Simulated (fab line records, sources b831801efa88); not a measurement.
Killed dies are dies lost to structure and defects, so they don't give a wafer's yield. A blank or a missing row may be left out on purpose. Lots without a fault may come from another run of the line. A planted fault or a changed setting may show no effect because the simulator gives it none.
Chamber matching | flow sky130 | SKY_VIA1_ETCH_15 on rie_diel-01: 4 sister chambers
The step etches SiO2 in C4F8/O2/Ar, stops on TiN, target depth 351 nm, time 54 s. 4 wafers are shown with their chamber, then 7 later ones without.

WAFERS WITH THEIR CHAMBER
wafer  | chamber | oes_product_au (a.u.)
L463.4 | 2       | 0.973
L463.5 | 1       | 0.975
L474.2 | 0       | 0.977
L474.3 | 3       | 0.984

WAFERS WITHOUT THEIR CHAMBER
wafer  | oes_product_au (a.u.)
L474.6 | 0.980
L477.1 | 0.980
L477.3 | 0.988
L477.5 | 0.987
L478.2 | 0.969
L478.3 | 0.989
L478.5 | 0.975

WHICH CHAMBER EACH WENT THROUGH
wafer  | from the rows above               | in truth
L474.6 | can't be placed: 0 or 3 or 1 or 2 | 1
L477.1 | can't be placed: 0 or 3 or 1 or 2 | 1
L477.3 | 3                                 | 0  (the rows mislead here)
L477.5 | 3                                 | 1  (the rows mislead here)
L478.2 | can't be placed: 2 or 1 or 0      | 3
L478.3 | 3                                 | 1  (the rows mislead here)
L478.5 | can't be placed: 1 or 0 or 2      | 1
Placed correctly: 0 of 7. Can't be placed from these rows: 4 (the true chamber is among the candidates in 3). Placed wrongly: 3.
How it was worked out, from the rows above alone: a wafer's distance from a chamber is the root of the sum, over the readings, of the square of ((its reading less the chamber's mean) divided by the reading's scatter). The wafer belongs to the nearest chamber; if the next one is less than 2 further off, it can't be placed. A chamber's mean is the mean of its shown wafers. The scatter: with one shown wafer a chamber, the root of the mean of the squares of how far each hidden wafer lies from its nearest shown one.
